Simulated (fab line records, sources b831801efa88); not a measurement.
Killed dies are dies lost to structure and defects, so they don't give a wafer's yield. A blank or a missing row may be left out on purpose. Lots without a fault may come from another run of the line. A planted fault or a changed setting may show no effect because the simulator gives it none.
A struck lot beside a sound one | flow sky130 | 15 steps out of a route of 708
Sound: wafers L193.1, L193.5, L193.6. Struck: wafers L202.2, L202.5, L202.6. The cause comes at the end.
At each step with rows: each side's tool, then ch and its chambers, then its first start. Under that, the readings that differ: sound wafers | struck wafers | difference of the means | sigmas: that difference in standard deviations of wafers without a fault.
alike: readings whose means differ by less than 2 such deviations, and words and numbers that are the same on both sides. not compared: withheld readings, readings that some wafer has no value for, bounds like >300 that may hide the same value, and numbers for which the record gives no deviation and whose values overlap.
The two part at a step that has a row with sigmas, a row that says differs or no value, or rows on one side only. Numbers that don't overlap but have no deviation are shown without sigmas and don't part them. A reading that every wafer of one side lacks parts them only if that side has two wafers or more.

first, 2 steps without rows for these wafers: SKY_CAP2M_PEB_10; SKY_CAP2M_DEVELOP_11 (develop time 60 s).
SKY_CAP2M_OVL_MEAS_12:
  sound on overlay-02, day 42 02:35; struck on overlay-01, day 44 14:23
  alike: CAP2M_OVL
SKY_CAP2M_METAL_ETCH_13: etches TiN in Cl2/BCl3, stops on SiO2, target depth 220 nm, time 62.9 s.
  sound on rie_metal-01 ch 0,1, day 42 02:37; struck on rie_metal-02 ch 0,1, day 44 14:25
  alike: chamber_pressure_mTorr, drypump_motor_current_A, oes_product_au, throttle_valve_pct
  not compared: rf_hours_counter_h
SKY_CAP2M_STRIP_14: strips in O2/N2.
  sound on plasma_asher-02 ch 0,1, day 42 02:41; struck on plasma_asher-01 ch 0,1, day 44 14:30
  reading               | sound             | struck            | difference | sigmas
  oes_product_au (a.u.) | 0.708 0.704 0.707 | 0.717 0.718 0.720 | +0.012     | +2
  alike: chamber_pressure_mTorr, drypump_motor_current_A, n2_flow_sccm, strip_time_to_endpoint_s
  not compared: rf_hours_counter_h
then, 7 steps without rows for these wafers: SKY_CAP2M_STRIP_15 (strips in post etch residue remover, time 1200 s); SKY_CAP2M_CLEAN_16 (cleans in IPA, time 180 s); SKY_CAP2M_CLEAN_17 (cleans in O3/DIW); SKY_METAL4_DEHYDRATE_05 (time 60 s); SKY_METAL4_HMDS_06 (prime time 60 s); SKY_METAL4_COAT_07 (resist thk 60 nm); SKY_METAL4_COAT_08 (resist thk 1140 nm).
SKY_METAL4_SOFTBAKE_09: time 90 s.
  sound on litho_track-01 ch 0, day 42 15:00; struck on litho_track-01 ch 0, day 45 01:00
  reading                  | sound                | struck            | difference | sigmas
  heater_power_total_W (W) | 57.28 57.40 57.24    | 62.52 62.60 62.61 | +5.27      | +44
  run_length_s (s)         | 118.77 118.78 118.71 | 97.44 97.80 97.50 | -21.17     | -99 or more
then, 1 step without rows for these wafers: SKY_METAL4_EXPOSE_10 (exposes mask MM4, target cd 300 nm).
-- the record jumps here: 4 days lie between the struck wafers' starts before and after (it left off in module METAL4 and takes up again in module PAD_OPEN, whose first step shown is number 708 of the route) --
SKY_PAD_OPEN_PROBE_99:
  sound on prober-01, day 47 01:06; struck on prober-02, day 49 00:52
  alike: defect_limited_yield, killed_at_M0_to_M3, killed_at_M4_up, killed_at_contacts, killed_at_front_end, killed_at_other, killed_dies, killed_open, killed_short, sort_bin_3_pad_short, sort_bin_5_function, sort_bin_6_memory, sort_n_pass, sort_yield_pct

WHERE THEY PART
First at SKY_CAP2M_STRIP_14; last, within this record, at SKY_METAL4_SOFTBAKE_09. Later steps at which nothing parts them and some readings are alike: SKY_PAD_OPEN_PROBE_99.

WHY: what the simulator had put in
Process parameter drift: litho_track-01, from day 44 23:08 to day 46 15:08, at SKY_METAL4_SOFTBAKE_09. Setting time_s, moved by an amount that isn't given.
